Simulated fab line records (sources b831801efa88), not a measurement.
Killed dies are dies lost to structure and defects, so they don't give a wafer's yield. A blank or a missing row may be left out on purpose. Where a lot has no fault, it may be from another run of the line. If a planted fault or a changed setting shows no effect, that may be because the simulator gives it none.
2 desks, one fault :: flow sky130 :: each desk has only its own numbers; what lay behind them comes last

## TOOL OWNER'S DESK, litho track-04
The tool's own readings at SKY_NWELL_COAT_05 (resist thk 3000 nm): means of the sampled wafers that have a number, for each lot that ran on this tool. If a lot's mean is further than 4 standard deviations from the usual mean, the lot is out of limits and carries the mark OUT (the distance appears in the brackets).
Columns: A = dispense pressure kPa at SKY_NWELL_COAT_05, usual 51.3 kPa; B = spin speed rpm at SKY_NWELL_COAT_05, usual 2000.1 rpm
lot: L595
first seen here: day 4 18:01
A: 50.1
B: 1999.3

lot: L600
first seen here: day 5 13:19
A: 50.1
B: 1997.8

lot: L603
first seen here: day 6 07:20
A: 50.1
B: 2000.7

lot: L607
first seen here: day 7 03:38
A: 50.1
B: 2187.8 (+99 or more) OUT

lot: L609
first seen here: day 7 11:25
A: 50.1
B: 2188.2 (+99 or more) OUT

lot: L617
first seen here: day 10 01:16
A: 50.2
B: 1999.5

lot: L618
first seen here: day 10 02:13
A: 50.1
B: 1999.7
This desk's finding: out of limits on L607, L609; first on L607, day 7 03:38 (spin speed rpm at SKY_NWELL_COAT_05). Within limits: L595, L600, L603, L617, L618.

## METROLOGY DESK
What the gauges read, lot by lot, whatever tool the lot ran on: means of the sampled wafers that have a number. If a lot's mean is further than 4 standard deviations from the usual mean, the lot is out of limits and carries the mark OUT (the distance appears in the brackets).
Columns: A = FIELD_ISO_OXIDATION_01_THK at SKY_FIELD_ISO_THK_MEAS_23, usual 10.02 nm; B = NWELL_OXIDATION_THK at SKY_NWELL_THK_MEAS_02, usual 9.98 nm
lot: L595
first seen here: day 2 08:08
A: 9.87
B: 9.53

lot: L596
first seen here: day 2 17:54
A: 9.62
B: 10.07

lot: L598
first seen here: day 3 05:59
A: 10.13
B: 10.09

lot: L600
first seen here: day 3 14:17
A: 10.08
B: 10.16

lot: L601
first seen here: day 3 15:24
A: 10.26
B: 9.83

lot: L602
first seen here: day 4 01:38
A: 10.19
B: 10.16

lot: L603
first seen here: day 4 04:24
A: 9.95
B: 9.89

lot: L607
first seen here: day 4 23:17
A: 10.23
B: 9.87

lot: L608
first seen here: day 5 04:36
A: 10.19
B: 9.90

lot: L609
first seen here: day 5 07:26
A: 10.05
B: 10.06

lot: L617
first seen here: day 7 10:10
A: 10.02
B: 10.08

lot: L618
first seen here: day 7 10:10
A: 9.97
B: 9.74
Finding of this desk: none of the 12 lots has anything out of limits.

## TAKEN TOGETHER
At day 7 03:38, on L607, L609, the tool owner's desk was in a position to raise an alarm.
Nothing out of limits was seen by the metrology desk.
The metrology desk holds a record of L607, L609, inside its limits.
The lots listed all ran SKY_NWELL_COAT_05 on litho track-04.

## WHAT WAS PUT IN BY THE SIMULATOR
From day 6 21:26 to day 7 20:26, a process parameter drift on litho track-04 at SKY_NWELL_COAT_05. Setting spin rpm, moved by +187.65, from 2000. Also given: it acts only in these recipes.
Struck lots among those shown: L607, L609.
How many hours passed from the start of the fault until each desk's first out-of-limits reading: the tool owner's desk, 6.
